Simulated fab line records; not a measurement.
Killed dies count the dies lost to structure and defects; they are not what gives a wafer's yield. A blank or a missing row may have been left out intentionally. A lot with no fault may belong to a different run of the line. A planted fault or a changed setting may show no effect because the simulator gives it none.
Which of the tools did it? ; flow gf180mcu ; 11 lots, 33 wafers sampled, at 3 steps of a route of 602

## WHAT THE GAUGES READ, wafer by wafer
GF_V3_BOW_MEAS_05. Usual: for V3_BOW the level is 117 um and the standard deviation is 9.2.
lot;measured;on;V3_BOW (um);flag
L259;day 22 00:59;film metro-03;125 130 130;
L260;day 22 22:10;film metro-01;121 108 122;
L261;day 23 09:07;film metro-03;116 113 108;
L262;day 23 16:48;film metro-03;105 119 115;
L266;day 24 23:17;film metro-03;103 116 105;
L268;day 25 16:28;film metro-03;117 113 122;
L270;day 26 02:45;film metro-04;117 121 119;
L273;day 26 23:05;film metro-01;107 111 113;
L276;day 27 16:25;film metro-01;105 133 118;
L279;day 28 14:27;film metro-03;116 126 112;
L280;day 28 20:26;film metro-01;116 113 113;

GF_M4_THK_MEAS_06: measures by xrf. Usual: for M4_ALCU_THK the level is 453 nm and the standard deviation is 6.4.
lot;measured;on;M4_ALCU_THK (nm);flag
L259;day 23 02:06;film metro-03;460 456 461;
L260;day 23 22:55;film metro-03;459 450 452;
L261;day 24 09:16;film metro-02;450 449 459;
L262;day 24 16:23;film metro-03;456 463 458;
L266;day 25 22:08;film metro-03;456 462 458;
L268;day 26 15:05;film metro-04;458 468 458;
L270;day 27 01:05;film metro-04;456 453 454;
L273;day 27 21:20;film metro-04;458 460 466;
L276;day 28 13:23;film metro-04;457 455 454;
L279;day 29 11:50;film metro-03;454 442 446;
L280;day 29 17:30;film metro-03;448 451 452;

## TOOL THAT RAN EACH LOT (tool first, then ch and the chambers of the sampled wafers, then the start)
lot;GF_V3_ETCH_16
L259;rie diel-01 ch 1,2,3, day 23 00:23
L260;rie diel-04 ch 0,1,3, day 23 21:12
L261;rie diel-02 ch 0,2, day 24 07:33
L262;rie diel-01 ch 1,2, day 24 14:41
L266;rie diel-02 ch 0,1, day 25 20:24
L268;rie diel-01 ch 0,3, day 26 13:18
L270;rie diel-04 ch 0,1,3, day 26 23:21
L273;rie diel-04 ch 0,1,2, day 27 19:32
L276;rie diel-01 ch 0,1,3, day 28 11:38
L279;rie diel-02 ch 1,2,3, day 29 10:02
L280;rie diel-04 ch 0,1,2, day 29 15:48
- GF_V3_ETCH_16: etches BARC in N2/H2.

## WHAT THE TOOLS THEMSELVES READ (means of the sampled wafers that have a number; where no wafer has one, the mark that the record gives instead)
GF_V3_ETCH_16. Usual: drypump motor current A 5.8 A, standard deviation 0.53; oes product au 0.855 a.u., standard deviation 0.0045; throttle valve pct 13.225 %, standard deviation 0.009.
lot;tool;drypump motor current A (A);oes product au (a.u.);throttle valve pct (%);flag
L259;rie diel-01;5.2;0.856;13.229;
L260;rie diel-04;5.5;0.858;13.232;
L261;rie diel-02;5.7;0.845;13.232;
L262;rie diel-01;5.2;0.858;13.226;
L266;rie diel-02;6.5;0.855;13.234;
L268;rie diel-01;5.4;0.854;13.231;
L270;rie diel-04;5.5;0.857;13.225;
L273;rie diel-04;5.6;0.851;13.225;
L276;rie diel-01;5.5;0.856;13.238;
L279;rie diel-02;5.9;0.858;13.233;
L280;rie diel-04;5.6;0.858;13.217;

## THE ANSWER, worked out from the rows above alone
Rule: take the mean of a lot's wafers that have a number; if it is more than 3 standard deviations from the usual mean, the lot is off. A lot without any number at a reading at which 4 lots or more have one is off too. All remaining lots with rows at the step are treated as sound. Order of review: gauges by route order, followed by the tools' own readings, for which a lot's mean as printed above is used. The first step at which some lot is off is used, and at that step the reading that is off furthest; a lot without a number counts as furthest.
None of the lots is off at any reading shown; this tells nothing.

## WHAT THE SIMULATOR PUT IN
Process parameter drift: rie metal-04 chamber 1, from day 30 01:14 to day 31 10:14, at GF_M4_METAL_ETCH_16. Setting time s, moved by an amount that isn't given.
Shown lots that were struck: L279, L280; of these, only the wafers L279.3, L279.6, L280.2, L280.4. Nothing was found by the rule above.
